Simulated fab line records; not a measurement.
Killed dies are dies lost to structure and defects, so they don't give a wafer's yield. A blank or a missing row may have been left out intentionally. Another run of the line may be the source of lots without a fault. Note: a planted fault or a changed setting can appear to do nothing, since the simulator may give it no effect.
fab line records -- flow sfq_line
record lots=6, wafers=18, last_day=81
route steps=325 shown M6@265 I6@266
lots that met no fault: from a run of the same line without faults
start_h: hours from the record's first day to the start of the lot's first wafer shown -- wait_h: hours from the lot's prior step to this one -- " repeats the value in the row above -- L1.1+2: several wafers, shown together as one row -- - value missing, or start not given -- * or withheld: withheld -- < > ~ a bound
route shown NAME@n: names a module that has steps shown in the file, with the first one's number in the route -- usual: mean/standard deviation of fault-free wafers -- same: alike in all rows -- chamber/n: place in a boat -- sites: readings site by site -- _std_site: their standard deviation -- _edge_site: inner sites' mean taken away from outer sites' mean -- radius_mm: for every site, how far away it sits from the centre of the wafer -- mask NAME#n: copy n -- behind: the most recent tool/chamber to have shaped the wafer -- hold: what put the lot on hold/how long, in hours/how the hold closed -- device: whichever transistor did not switch (one of n, p or np) -- end of line: the tests these same wafers got at the end of their route -- a step without rows: its recipe alone -- killed: count of dies lost to structure and defects at first sort (not the wafer's yield) -- map: per-die view of a wafer (x killed, . not killed, _ where there is no die)
set.NAME: the setting that was run; set.NAME@STEP: the one run at that earlier step -- model.NAME: the simulator's own value behind a step, which no gauge read
lots at selected steps of the route; one table per step, one row per wafer
services: a tool's chamber out of use, with start hour (start_h, from the record's first day; less than 0 if before it), hours out, and reason
## steps
# step SFQ_TRILAYER_M6_STRIP_SOLV_CLEAN_164
# recipe chemistry=NMP, temp_c=70, time_s=600
# step SFQ_TRILAYER_I6_DEP_PECVD_165
# recipe material=SiO2, temp_c=150, time_s=111.11, pressure_torr=2.4, rf_w=183.3, precursor=SiH4/N2O, target_thk_nm=500
# usual chamber_pressure_Torr=2.400/0.0055, heater_power_w=85/11, susceptor_temp_C=149.97/0.14, throttle_valve_pct=23.9/1.5
lot.wafer,tool,chamber,start_h,wait_h,chamber_pressure_Torr,heater_power_w,susceptor_temp_C,throttle_valve_pct
L492.2,pecvd-03,1,1497.88,0.0,2.401,99,150.02,24.6
L492.5,pecvd-03,0,1497.88,0.0,2.402,78,150.21,25.3
L492.6,pecvd-03,1,1497.88,0.0,2.395,101,149.79,24.6
L497.3,pecvd-04,2,1663.84,0.0,2.406,74,150.13,22.1
L497.5,pecvd-04,1,1663.84,0.0,2.403,109,149.96,24.6
L497.6,pecvd-04,0,1663.84,0.0,2.403,92,149.76,23.1
L499.1,pecvd-04,1,1686.33,0.0,2.391,100,149.89,24.3
L499.2,pecvd-04,0,1686.33,0.0,2.399,84,149.89,23.1
L499.6,pecvd-04,0,1686.33,0.0,2.404,86,149.99,23.0
L500.1,pecvd-03,0,1753.50,0.0,2.402,70,150.09,26.5
L500.4,pecvd-03,0,1753.50,0.0,2.400,74,149.93,26.7
L500.6,pecvd-03,1,1753.50,0.0,2.401,95,150.10,25.1
L503.2,pecvd-03,2,1782.37,0.0,2.399,77,149.96,25.5
L503.3,pecvd-03,0,1782.37,0.0,2.398,72,149.98,26.4
L503.5,pecvd-03,0,1782.37,0.0,2.404,74,149.96,26.8
L504.1,pecvd-04,2,1784.51,0.0,2.409,78,149.94,22.4
L504.3,pecvd-04,0,1784.51,0.0,2.399,90,150.12,23.4
L504.5,pecvd-04,1,1784.51,0.0,2.395,104,149.92,25.0
# step SFQ_TRILAYER_I6_CMP_CMP_166
# recipe material=SiO2, down_force_psi=3, platen_rpm=60, pad_velocity_m_s=0.94248
# usual motor_current_A=9.3/0.68, time_to_endpoint_s=216/6.7
lot.wafer,tool,chamber,start_h,wait_h,motor_current_A,time_to_endpoint_s
L492.2,cmp-02,0,1504.17,6.2,9.0,229
L492.6,cmp-02,1,1504.17,6.2,9.8,227
L492.5,cmp-02,2,1504.17,6.2,8.8,229
L497.3,cmp-02,0,1666.10,2.2,8.5,217
L497.5,cmp-02,1,1666.10,2.2,9.9,227
L497.6,cmp-02,2,1666.10,2.2,8.7,219
L499.1,cmp-02,3,1687.00,0.6,8.4,224
L499.2,cmp-02,0,1687.00,0.6,8.9,219
L499.6,cmp-02,3,1689.00,2.6,8.4,226
L500.4,cmp-01,2,1754.08,0.5,10.1,228
L500.1,cmp-01,3,1754.08,0.5,10.6,213
L500.6,cmp-01,1,1755.58,2.0,9.4,218
L503.2,cmp-01,1,1782.79,0.4,9.3,221
L503.3,cmp-01,3,1783.79,1.4,10.4,220
L503.5,cmp-01,2,1785.29,2.8,10.1,218
L504.3,cmp-02,3,1785.09,0.5,8.6,206
L504.1,cmp-02,1,1786.09,1.5,9.2,208
L504.5,cmp-02,2,1786.09,1.5,9.0,207
# step SFQ_I6_BOW_MEAS_941
# recipe mode=bow
# usual I6_BOW=7/9.4
lot.wafer,tool,chamber,start_h,wait_h,I6_BOW[um]
L492.2,film_metro-04,-,1505.69,1.0,11
L492.5,film_metro-04,-,1505.69,1.0,8
L492.6,film_metro-04,-,1505.69,1.0,0
L497.3,film_metro-04,-,1667.64,1.0,-3
L497.5,film_metro-04,-,1667.64,1.0,-12
L497.6,film_metro-04,-,1667.64,1.0,-1
L499.1,film_metro-02,-,1690.00,2.5,3
L499.2,film_metro-02,-,1690.00,2.5,-3
L499.6,film_metro-02,-,1690.00,2.5,5
L500.1,film_metro-04,-,1756.58,1.5,15
L500.4,film_metro-04,-,1756.58,1.5,9
L500.6,film_metro-04,-,1756.58,1.5,14
L503.2,film_metro-03,-,1785.81,2.5,4
L503.3,film_metro-03,-,1785.81,2.5,3
L503.5,film_metro-03,-,1785.81,2.5,2
L504.1,film_metro-04,-,1787.59,1.0,9
L504.3,film_metro-04,-,1787.59,1.0,-17
L504.5,film_metro-04,-,1787.59,1.0,7
# step SFQ_TRILAYER_I6_METRO_MEASURE_167
# usual thk_nm=200.0/0.99
lot.wafer,tool,chamber,start_h,wait_h,thk_nm
L492.2,film_metro-04,-,1505.99,0.3,200.8
L492.5,film_metro-04,-,1505.99,0.3,199.7
L492.6,film_metro-04,-,1505.99,0.3,201.1
L497.3,film_metro-04,-,1668.12,0.5,201.0
L497.5,film_metro-04,-,1668.12,0.5,201.7
L497.6,film_metro-04,-,1668.12,0.5,202.0
L499.1,film_metro-02,-,1690.12,0.1,202.0
L499.2,film_metro-02,-,1690.12,0.1,201.6
L499.6,film_metro-02,-,1690.12,0.1,201.6
L500.1,film_metro-04,-,1756.70,0.1,201.2
L500.4,film_metro-04,-,1756.70,0.1,201.2
L500.6,film_metro-04,-,1756.70,0.1,200.9
L503.2,film_metro-03,-,1786.11,0.3,199.8
L503.3,film_metro-03,-,1786.11,0.3,198.8
L503.5,film_metro-03,-,1786.11,0.3,199.3
L504.1,film_metro-04,-,1787.71,0.1,198.6
L504.3,film_metro-04,-,1787.71,0.1,199.6
L504.5,film_metro-04,-,1787.71,0.1,197.5
# step SFQ_TRILAYER_I6_VIA_LITHO_COAT_174
# recipe resist=BARC, spin_rpm=3000, resist_thk_nm=62
# step SFQ_TRILAYER_I6_VIA_LITHO_COAT_169
# recipe resist=KrF, spin_rpm=3020, resist_thk_nm=650
# step SFQ_TRILAYER_I6_VIA_LITHO_SOFTBAKE_173
# recipe temp_c=withheld, time_s=withheld, resist=KrF
# step SFQ_TRILAYER_I6_VIA_LITHO_EXPOSE_170
# recipe mask_id=I6, na=0.6, source_shape=conventional, sigma_outer=0.65, target_cd_nm=700, dose_mj=21.3
# step SFQ_TRILAYER_I6_VIA_LITHO_PEB_172
# recipe peb_temp_c=115, peb_time_s=60, resist=KrF
# step SFQ_TRILAYER_I6_VIA_LITHO_DEVELOP_171
# recipe time_s=60, resist=KrF
# step SFQ_I6_OVL_MEAS_942
# usual I6_OVL=2/5.9
lot.wafer,tool,chamber,start_h,wait_h,I6_OVL[nm]
L492.2,overlay-02,-,1622.05,0.1,2
L492.5,overlay-02,-,1622.05,0.1,12
L492.6,overlay-02,-,1622.05,0.1,0
L497.3,overlay-01,-,1672.13,0.1,4
L497.5,overlay-01,-,1672.13,0.1,3
L497.6,overlay-01,-,1672.13,0.1,8
L499.1,overlay-02,-,1693.57,0.1,-4
L499.2,overlay-02,-,1693.57,0.1,5
L499.6,overlay-02,-,1693.57,0.1,4
L500.1,overlay-01,-,1845.09,0.1,3
L500.4,overlay-01,-,1845.09,0.1,-1
L500.6,overlay-01,-,1845.09,0.1,-3
L503.2,overlay-02,-,1869.10,0.1,2
L503.3,overlay-02,-,1869.10,0.1,-1
L503.5,overlay-02,-,1869.10,0.1,-4
L504.1,overlay-01,-,1871.49,0.1,-1
L504.3,overlay-01,-,1871.49,0.1,-5
L504.5,overlay-01,-,1871.49,0.1,-11
# step SFQ_TRILAYER_I6_VIA_BARC_OPEN_VIA_ETCH_235
# recipe mask_material=PR, chemistry=O2, target_depth_nm=125, target=BARC, source_w=500, bias_w=80, pressure_mtorr=30, time_s=41.7
# usual bias_w=80.01/0.22, drypump_motor_current_A=5.8/0.37, oes_product_au=0.685/0.0047
lot.wafer,tool,chamber,start_h,wait_h,bias_w,drypump_motor_current_A,oes_product_au,rf_hours_counter_h
L492.2,rie_diel-02,1,1622.08,0.0,79.83,6.0,0.688,1
L492.5,rie_diel-02,2,1622.08,0.0,79.71,5.3,0.688,-
L492.6,rie_diel-02,1,1622.08,0.0,79.77,6.0,0.688,-
L497.3,rie_diel-02,3,1672.15,0.0,85.51,6.5,0.689,17
L497.5,rie_diel-02,0,1672.15,0.0,86.26,5.6,0.685,-
L497.6,rie_diel-02,3,1672.15,0.0,85.90,6.5,0.692,-
L499.1,rie_diel-02,2,1693.61,0.0,86.27,5.3,0.689,12
L499.2,rie_diel-02,0,1693.61,0.0,86.54,5.6,0.691,2
L499.6,rie_diel-02,1,1693.61,0.0,85.68,6.0,0.685,-
L500.1,rie_diel-02,1,1845.13,0.0,79.80,6.0,0.686,4
L500.4,rie_diel-02,3,1845.13,0.0,80.14,6.4,0.691,0
L500.6,rie_diel-02,3,1845.13,0.0,80.14,6.5,0.692,-
L503.2,rie_diel-02,3,1869.13,0.0,79.89,6.5,0.685,1
L503.3,rie_diel-02,1,1869.13,0.0,80.07,6.0,0.683,4
L503.5,rie_diel-02,0,1869.13,0.0,79.68,5.5,0.693,-
L504.1,rie_diel-01,2,1871.53,0.0,80.09,5.5,0.681,1
L504.3,rie_diel-01,0,1871.53,0.0,80.22,6.0,0.679,2
L504.5,rie_diel-01,1,1871.53,0.0,80.04,5.6,0.691,-
# step SFQ_TRILAYER_I6_VIA_ETCH_VIA_ETCH_172
# recipe target=SiO2, stop_on=Nb, mask_material=PR, taper_deg=20, chemistry=CHF3, target_depth_nm=260, source_w=500, bias_w=80, pressure_mtorr=30, time_s=withheld
# usual bias_w=80.03/0.24, drypump_motor_current_A=5.8/0.36, oes_product_au=0.855/0.0051
lot.wafer,tool,chamber,start_h,wait_h,bias_w,drypump_motor_current_A,oes_product_au
L492.2,rie_diel-02,1,1622.12,0.0,80.20,6.0,0.855
L492.5,rie_diel-02,2,1622.12,0.0,79.88,5.3,0.855
L492.6,rie_diel-02,1,1622.12,0.0,79.90,5.9,0.857
L497.3,rie_diel-02,3,1672.19,0.0,80.12,6.4,0.855
L497.5,rie_diel-02,0,1672.19,0.0,80.22,5.6,0.850
L497.6,rie_diel-02,3,1672.19,0.0,80.00,6.4,0.854
L499.1,rie_diel-02,2,1693.65,0.0,79.90,5.3,0.857
L499.2,rie_diel-02,0,1693.65,0.0,80.05,5.6,0.864
L499.6,rie_diel-02,1,1693.65,0.0,79.95,5.9,0.856
L500.1,rie_diel-02,1,1845.17,0.0,80.02,6.0,0.863
L500.4,rie_diel-02,3,1845.17,0.0,80.13,6.4,0.854
L500.6,rie_diel-02,3,1845.17,0.0,80.06,6.4,0.859
L503.2,rie_diel-02,3,1869.17,0.0,80.12,6.5,0.859
L503.3,rie_diel-02,1,1869.17,0.0,80.08,6.0,0.859
L503.5,rie_diel-02,0,1869.17,0.0,79.86,5.6,0.854
L504.1,rie_diel-01,2,1871.57,0.0,80.56,5.5,0.851
L504.3,rie_diel-01,0,1871.57,0.0,80.01,6.0,0.853
L504.5,rie_diel-01,1,1871.57,0.0,80.21,5.6,0.848
## services
tool,chamber,start_h,hours,kind
cmp-02,-,1477.42,5.4,pm
cmp-02,-,1485.33,2.3,repair
rie_diel-02,3,1495.31,6.0,repair
rie_diel-02,2,1498.62,16.3,repair
film_metro-04,-,1502.86,1.5,pm
film_metro-04,-,1540.05,1.2,pm
cmp-02,-,1552.31,1.8,repair
cmp-02,-,1579.76,0.3,repair
cmp-02,-,1601.51,4.0,pm
rie_diel-02,2,1607.11,7.9,repair
cmp-02,-,1613.04,12.0,pm
rie_diel-02,2,1637.03,6.7,repair
rie_diel-02,2,1667.53,18.4,repair
film_metro-04,-,1674.92,0.8,pm
rie_diel-02,2,1689.73,1.6,repair
rie_diel-02,3,1700.31,5.9,repair
rie_diel-02,-,1720.97,0.2,repair
film_metro-04,-,1747.86,0.5,pm
rie_diel-02,-,1755.03,15.6,pm
film_metro-04,-,1757.90,7.3,pm
pecvd-03,-,1775.32,2.8,pm
film_metro-04,-,1785.05,1.1,pm
rie_diel-02,3,1791.88,2.9,repair
cmp-02,-,1846.12,4.8,pm
## key
first_sign step=SFQ_TRILAYER_I6_VIA_BARC_OPEN_VIA_ETCH_235, reading=bias_w, direction=up, sigmas=27, usual=80.01, struck=86.03
effect none on later readings
met_at SFQ_TRILAYER_I6_VIA_BARC_OPEN_VIA_ETCH_235
struck_wafers L497.3,L497.5,L497.6,L499.1,L499.2,L499.6
onset_between 1622.08 1672.15
fault kind=process_parameter_drift, tool=rie_diel-02, chamber=-, onset_h=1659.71, steps=SFQ_TRILAYER_I6_VIA_BARC_OPEN_VIA_ETCH_235, channel=bias_w, offset=5.9924, shape=step, end_h=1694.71, acts_in=these_recipes_only, stated=80
